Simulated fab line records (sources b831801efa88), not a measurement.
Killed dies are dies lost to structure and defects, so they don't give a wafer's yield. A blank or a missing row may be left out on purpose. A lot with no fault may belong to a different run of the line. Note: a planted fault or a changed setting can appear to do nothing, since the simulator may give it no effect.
fab line records | flow sky130
record lots=7 | wafers=21 | last_day=50
route steps=708 shown FIELD_ISO@31 NWELL@32 DNWELL@35 PWDE@45
lots untouched by any fault: they come from a run of this same line in which no faults occurred
start_h: the number of hours between the record's first day and the start of the first shown wafer of the lot | wait_h: hours from the lot's prior step to this one | " identical to the entry in the row above | L1.1+2: one row covering several wafers at once | - no value present, or no start provided | * or withheld: withheld | < > ~ a bound
route shown NAME@n: a module of which the file shows steps, and the number in the route of the first | usual: mean/standard deviation taken from wafers without a fault | same: alike in all rows | chamber/n: place in a boat | sites: per-site readings | _std_site: standard deviation of those values | _edge_site: inner sites' mean taken away from outer sites' mean | radius_mm: how far each site lies from the wafer's centre | mask NAME#n: copy n | behind: the most recent tool/chamber to have shaped the wafer | hold: why the lot was held/for how many hours/how that ended | device: transistor that didn't switch, given as n, p or np | end of line: the tests these same wafers got at the end of their route | step lacking rows: just its recipe | killed: count of dies lost to structure and defects at first sort (not the wafer's yield) | map: a wafer's dies, marking killed ones x, the rest . and places with no die _
set.NAME: the setting as run; set.NAME@STEP: as run at that earlier step | model.NAME: the simulator's own value behind a step, which no gauge read
lots seen at some steps along the route; tables by step, rows by wafer
services: a tool's chamber out of use, with start hour (start_h, from the record's first day; less than 0 if before it), hours out, and reason
## steps
# step SKY_FIELD_ISO_WET_ETCH_30
# recipe chemistry=dHF | target_depth_nm=25 | target=SiO2 | dilution=10:1 | temp_c=25 | time_s=50
# step SKY_NWELL_CLEAN_00
# recipe chemistry=SC1/SC2 | mix=1:4:20 | temp_c=70 | time_s=150 | dry=n2_spin
# step SKY_NWELL_OXIDATION_01
# recipe temp_c=900 | ambient=O2 | stabilise_s=600 | purge_s=300 | target_thk_a=100 | ox_time_s=1418
# step SKY_NWELL_THK_MEAS_02
# recipe reads=SiO2_of_NWELL_OXIDATION_01
# usual NWELL_OXIDATION_THK=9.91/0.19
lot.wafer | tool          | chamber | start_h | wait_h | NWELL_OXIDATION_THK[nm]
L365.3    | film_metro-04 | -       | 43.64   | 0.0    | 10.09
L365.4    | "             | -       | "       | "      | 10.03
L365.6    | "             | -       | "       | "      | 9.91
L366.1    | film_metro-04 | -       | 46.19   | 0.0    | 9.70
L366.5    | "             | -       | "       | "      | 9.71
L366.6    | "             | -       | "       | "      | 9.85
L377.4    | film_metro-04 | -       | 103.06  | 0.0    | 9.88
L377.5    | "             | -       | "       | "      | 10.00
L377.6    | "             | -       | "       | "      | 10.13
L378.3    | film_metro-02 | -       | 108.80  | 0.0    | 10.06
L378.4    | "             | -       | "       | "      | 9.78
L378.6    | "             | -       | "       | "      | 9.75
L379.2    | film_metro-04 | -       | 114.08  | 0.0    | 9.53
L379.4    | "             | -       | "       | "      | 9.77
L379.5    | "             | -       | "       | "      | 9.81
L380.2    | film_metro-01 | -       | 124.13  | 0.0    | 10.12
L380.4    | "             | -       | "       | "      | 10.09
L380.5    | "             | -       | "       | "      | 9.91
L385.2    | film_metro-01 | -       | 145.95  | 0.0    | 9.79
L385.3    | "             | -       | "       | "      | 9.77
L385.4    | "             | -       | "       | "      | 10.08
# step SKY_DNWELL_DEHYDRATE_00
# recipe temp_c=200 | time_s=60
# step SKY_DNWELL_HMDS_01
# recipe prime_time_s=60 | prime_temp_c=120
# step SKY_DNWELL_COAT_02
# recipe spin_rpm=2000 | resist_thk_nm=3000
# step SKY_DNWELL_SOFTBAKE_03
# recipe temp_c=110 | time_s=withheld
# step SKY_DNWELL_EXPOSE_04
# recipe mask_id=DNM | na=0.57 | target_cd_nm=3000 | dose_mj=222
# step SKY_DNWELL_PEB_05
# recipe temp_c=115 | time_s=withheld
# step SKY_DNWELL_DEVELOP_06
# recipe wall_angle_deg=90 | developer=TMAH | develop_time_s=60 | dev_temp_c=23
# step SKY_DNWELL_IMPLANT_07
# recipe species=P | energy_kev=withheld | dose_cm2=withheld | tilt_deg=withheld
# step SKY_DNWELL_STRIP_08
# recipe chemistry=O2/N2 | power_w=1400 | pressure_mtorr=1500 | platen_temp_c=withheld | o2_flow_sccm=3000 | n2_flow_sccm=300 | overash_fraction=0.5
# usual chamber_pressure_mTorr=1499.9/1.5 | drypump_motor_current_A=6.0/0.35 | oes_product_au=0.722/0.0042 | strip_time_to_endpoint_s=36.93/0.11
lot.wafer | tool            | chamber | start_h | wait_h | chamber_pressure_mTorr | drypump_motor_current_A | oes_product_au | rf_hours_counter_h | strip_time_to_endpoint_s | model.coat_of_DNWELL_COAT_02.thk_nm
L365.3    | plasma_asher-04 | 0       | 59.61   | 0.1    | 1499.0                 | 5.9                     | 0.727          | -                  | 37.07                    | 0
L365.4    | "               | 1       | "       | "      | 1500.9                 | 6.3                     | 0.723          | -                  | 36.94                    | 0
L365.6    | "               | 0       | "       | "      | 1500.6                 | 5.9                     | 0.719          | -                  | 36.88                    | 0
L366.1    | plasma_asher-02 | 0       | 62.27   | 0.1    | 1499.7                 | 6.0                     | 0.720          | 40                 | 37.03                    | 0
L366.5    | "               | 0       | "       | "      | 1500.1                 | 6.0                     | 0.720          | -                  | 37.07                    | 0
L366.6    | "               | 1       | "       | "      | 1498.7                 | 6.1                     | 0.720          | -                  | 37.08                    | 0
L377.4    | plasma_asher-01 | 1       | 121.31  | 0.1    | -                      | -                       | -              | -                  | -                        | 2988
L377.5    | "               | 1       | "       | "      | -                      | -                       | -              | -                  | -                        | 2989
L377.6    | "               | 0       | "       | "      | -                      | -                       | -              | -                  | -                        | 2985
L378.3    | plasma_asher-04 | 1       | 126.71  | 0.1    | -                      | -                       | -              | -                  | -                        | 2979
L378.4    | "               | 0       | "       | "      | -                      | -                       | -              | -                  | -                        | 2986
L378.6    | "               | 1       | "       | "      | -                      | -                       | -              | -                  | -                        | 2993
L379.2    | plasma_asher-01 | 0       | 132.52  | 0.1    | -                      | -                       | -              | -                  | -                        | 3005
L379.4    | "               | 1       | "       | "      | -                      | -                       | -              | -                  | -                        | 3000
L379.5    | "               | 0       | "       | "      | -                      | -                       | -              | -                  | -                        | 3002
L380.2    | plasma_asher-02 | 1       | 142.13  | 0.1    | 1500.8                 | 6.1                     | 0.724          | 2                  | 36.95                    | 0
L380.4    | "               | 1       | "       | "      | 1501.4                 | 6.1                     | 0.717          | -                  | 36.86                    | 0
L380.5    | "               | 1       | "       | "      | 1498.9                 | 6.1                     | 0.717          | -                  | 36.85                    | 0
L385.2    | plasma_asher-02 | 0       | 166.38  | 0.1    | 1498.6                 | 6.0                     | 0.711          | 5                  | 36.93                    | 0
L385.3    | "               | 1       | "       | "      | 1501.6                 | 6.2                     | 0.718          | -                  | 37.01                    | 0
L385.4    | "               | 0       | "       | "      | 1500.1                 | 6.0                     | 0.723          | -                  | 36.89                    | 0
# step SKY_DNWELL_TW_MEAS_09
# usual DNWELL_TW=1112/9.6
lot.wafer | tool          | chamber | start_h | wait_h | DNWELL_TW
L365.3    | film_metro-04 | -       | 59.69   | 0.1    | 1127
L365.4    | "             | -       | "       | "      | 1126
L365.6    | "             | -       | "       | "      | 1121
L366.1    | film_metro-04 | -       | 62.37   | 0.1    | 1122
L366.5    | "             | -       | "       | "      | 1126
L366.6    | "             | -       | "       | "      | 1121
L377.4    | film_metro-01 | -       | 121.41  | 0.1    | 1106
L377.5    | "             | -       | "       | "      | 1109
L377.6    | "             | -       | "       | "      | 1117
L378.3    | film_metro-02 | -       | 126.85  | 0.1    | 1111
L378.4    | "             | -       | "       | "      | 1109
L378.6    | "             | -       | "       | "      | 1103
L379.2    | film_metro-04 | -       | 132.63  | 0.1    | 1102
L379.4    | "             | -       | "       | "      | 1106
L379.5    | "             | -       | "       | "      | 1109
L380.2    | film_metro-01 | -       | 142.25  | 0.1    | 1098
L380.4    | "             | -       | "       | "      | 1107
L380.5    | "             | -       | "       | "      | 1096
L385.2    | film_metro-01 | -       | 166.49  | 0.1    | 1108
L385.3    | "             | -       | "       | "      | 1107
L385.4    | "             | -       | "       | "      | 1100
# step SKY_PWDE_DEHYDRATE_00
# recipe temp_c=200 | time_s=60
# step SKY_PWDE_HMDS_01
# recipe prime_time_s=60 | prime_temp_c=120
# step SKY_PWDE_COAT_02
# recipe spin_rpm=2000 | resist_thk_nm=3000
# step SKY_PWDE_SOFTBAKE_03
# recipe temp_c=110 | time_s=withheld
# step SKY_PWDE_EXPOSE_04
# recipe mask_id=PWDEM | na=0.6 | source_shape=conventional | sigma_outer=0.6 | polarization=unpolarized | target_cd_nm=840 | dose_mj=214
# step SKY_PWDE_PEB_05
# recipe temp_c=115 | time_s=withheld
# step SKY_PWDE_DEVELOP_06
# recipe wall_angle_deg=90 | developer=TMAH | develop_time_s=60 | dev_temp_c=23
# step SKY_PWDE_OVL_MEAS_07
# usual PWDE_OVL=0.9/1.6
lot.wafer | tool       | chamber | start_h | wait_h | PWDE_OVL[nm]
L365.3    | overlay-02 | -       | 75.89   | -      | 2.4
L365.4    | "          | -       | "       | "      | 1.8
L365.6    | "          | -       | "       | "      | 1.6
L366.1    | overlay-02 | -       | 78.95   | -      | 2.5
L366.5    | "          | -       | "       | "      | -0.9
L366.6    | "          | -       | "       | "      | 0.6
L377.4    | overlay-01 | -       | 139.17  | -      | 3.1
L377.5    | "          | -       | "       | "      | 1.1
L377.6    | "          | -       | "       | "      | 1.4
L378.3    | overlay-02 | -       | 144.96  | -      | 2.9
L378.4    | "          | -       | "       | "      | 0.1
L378.6    | "          | -       | "       | "      | 0.0
L379.2    | overlay-01 | -       | 151.80  | -      | 2.4
L379.4    | "          | -       | "       | "      | 3.3
L379.5    | "          | -       | "       | "      | 1.4
L380.2    | overlay-02 | -       | 161.54  | -      | 2.1
L380.4    | "          | -       | "       | "      | 2.3
L380.5    | "          | -       | "       | "      | 1.2
L385.2    | overlay-02 | -       | 187.59  | -      | 2.2
L385.3    | "          | -       | "       | "      | 1.5
L385.4    | "          | -       | "       | "      | 3.3
# step SKY_PWDE_IMPLANT_08
# recipe species=B | energy_kev=150 | dose_cm2=3.6e+12 | tilt_deg=withheld
# step SKY_PWDE_STRIP_09
# recipe chemistry=O2/N2 | power_w=1400 | pressure_mtorr=1500 | platen_temp_c=withheld | o2_flow_sccm=3000 | n2_flow_sccm=300 | overash_fraction=0.5
# usual chamber_pressure_mTorr=1500.4/2.7 | drypump_motor_current_A=5.9/0.46 | oes_product_au=0.723/0.0048 | strip_time_to_endpoint_s=36.90/0.094
lot.wafer | tool            | chamber | start_h | wait_h | chamber_pressure_mTorr | drypump_motor_current_A | oes_product_au | rf_hours_counter_h | strip_time_to_endpoint_s
L365.3    | plasma_asher-01 | 1       | 76.10   | 0.1    | 1499.1                 | 6.1                     | 0.725          | -                  | 36.84
L365.4    | "               | 0       | "       | "      | 1499.2                 | 5.1                     | 0.724          | -                  | 36.83
L365.6    | "               | 0       | "       | "      | 1501.5                 | 5.1                     | 0.720          | -                  | 36.91
L366.1    | plasma_asher-04 | 0       | 79.14   | 0.1    | 1499.5                 | 5.9                     | 0.722          | 39                 | 36.92
L366.5    | "               | 0       | "       | "      | 1499.2                 | 5.9                     | 0.717          | -                  | 36.89
L366.6    | "               | 1       | "       | "      | 1501.3                 | 6.3                     | 0.724          | -                  | 36.89
L377.4    | plasma_asher-03 | 0       | 139.37  | 0.1    | 1500.4                 | 6.5                     | 0.731          | -                  | 80.88
L377.5    | "               | 1       | "       | "      | 1497.4                 | 6.1                     | 0.738          | -                  | 81.00
L377.6    | "               | 0       | "       | "      | 1500.7                 | 6.5                     | 0.736          | -                  | 80.99
L378.3    | plasma_asher-03 | 1       | 145.17  | 0.1    | 1500.4                 | 6.1                     | 0.740          | -                  | 80.75
L378.4    | "               | 0       | "       | "      | 1499.7                 | 6.5                     | 0.738          | -                  | 80.92
L378.6    | "               | 1       | "       | "      | 1500.1                 | 6.1                     | 0.742          | -                  | 80.87
L379.2    | plasma_asher-01 | 0       | 151.98  | 0.1    | 1499.6                 | 5.1                     | 0.745          | 46                 | 81.17
L379.4    | "               | 0       | "       | "      | 1501.1                 | 5.1                     | 0.748          | -                  | 81.24
L379.5    | "               | 1       | "       | "      | 1500.7                 | 6.1                     | 0.740          | -                  | 81.28
L380.2    | plasma_asher-03 | 1       | 161.72  | 0.1    | 1500.4                 | 6.1                     | 0.720          | 32                 | 37.00
L380.4    | "               | 1       | "       | "      | 1501.4                 | 6.1                     | 0.723          | -                  | 36.91
L380.5    | "               | 1       | "       | "      | 1498.8                 | 6.1                     | 0.726          | -                  | 36.92
L385.2    | plasma_asher-01 | 1       | 187.77  | 0.1    | 1498.6                 | 6.1                     | 0.728          | 50                 | 36.94
L385.3    | "               | 1       | "       | "      | 1498.8                 | 6.1                     | 0.729          | -                  | 37.00
L385.4    | "               | 0       | "       | "      | 1501.0                 | 5.1                     | 0.721          | -                  | 37.05
# step SKY_PWDE_TW_MEAS_10
# usual PWDE_TW=373.0/2.5
lot.wafer | tool          | chamber | start_h | wait_h | PWDE_TW
L365.3    | film_metro-02 | -       | 76.19   | 0.1    | 374.3
L365.4    | "             | -       | "       | "      | 372.9
L365.6    | "             | -       | "       | "      | 372.8
L366.1    | film_metro-04 | -       | 79.24   | 0.1    | 379.1
L366.5    | "             | -       | "       | "      | 377.2
L366.6    | "             | -       | "       | "      | 379.0
L377.4    | film_metro-02 | -       | 139.46  | 0.1    | 29.6
L377.5    | "             | -       | "       | "      | 29.7
L377.6    | "             | -       | "       | "      | 29.6
L378.3    | film_metro-04 | -       | 145.26  | 0.1    | 30.3
L378.4    | "             | -       | "       | "      | 30.3
L378.6    | "             | -       | "       | "      | 30.2
L379.2    | film_metro-02 | -       | 152.09  | 0.1    | 29.9
L379.4    | "             | -       | "       | "      | 29.8
L379.5    | "             | -       | "       | "      | 29.8
L380.2    | film_metro-02 | -       | 161.83  | 0.1    | 371.5
L380.4    | "             | -       | "       | "      | 372.3
L380.5    | "             | -       | "       | "      | 370.6
L385.2    | film_metro-02 | -       | 187.88  | 0.1    | 372.3
L385.3    | "             | -       | "       | "      | 372.0
L385.4    | "             | -       | "       | "      | 370.7
# step SKY_NWELL_DEHYDRATE_03
# recipe temp_c=200 | time_s=60
## services
tool            | chamber | start_h | hours | kind
plasma_asher-01 | -       | 103.98  | 0.7   | repair
plasma_asher-02 | -       | 108.75  | 9.0   | pm
plasma_asher-02 | 0       | 108.75  | 9.0   | vent_cycle
plasma_asher-02 | 1       | 108.75  | 9.0   | vent_cycle
plasma_asher-02 | 0       | 117.75  | -     | clean
plasma_asher-02 | 1       | 117.75  | -     | clean
plasma_asher-01 | -       | 126.29  | 1.1   | repair
plasma_asher-02 | -       | 149.69  | 2.3   | repair
## key
first_sign step=SKY_DNWELL_STRIP_08 | reading=tool_record | direction=missing
effect step=SKY_PWDE_STRIP_09 | reading=strip_time_to_endpoint_s | direction=up | sigmas=99+ | usual=* | struck=*
effect step=SKY_PWDE_TW_MEAS_10 | reading=PWDE_TW | direction=down | sigmas=99+ | usual=373.0 | struck=29.9
model_effect step=SKY_DNWELL_STRIP_08 | value=coat_of_DNWELL_COAT_02.thk_nm | without=0 | struck=2992
met_at SKY_DNWELL_STRIP_08
struck_wafers L377.4,L377.5,L377.6,L378.3,L378.4,L378.6,L379.2,L379.4,L379.5
sort_left_out L377.4,L377.5,L377.6,L378.3,L378.4,L378.6,L379.2,L379.4,L379.5
tester_left_out L377,L378,L379
onset_between 59.61 121.31
fault kind=skipped_step_whole | tool=plasma_asher-01,plasma_asher-04 | chamber=- | onset_h=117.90 | steps=SKY_DNWELL_STRIP_08 | scope=struck_lots_only
# tester_left_out: of these lots the tester's yield and bins aren't shown, on N5 and GAA mostly nor the transistor test; their killed dies are dies lost to structure and defects alone, not to doping, threshold or leakage, so they don't give the yield
# sort_left_out: the simulated sort isn't trusted on such a fault, so these wafers' sort isn't shown, and their yield isn't known
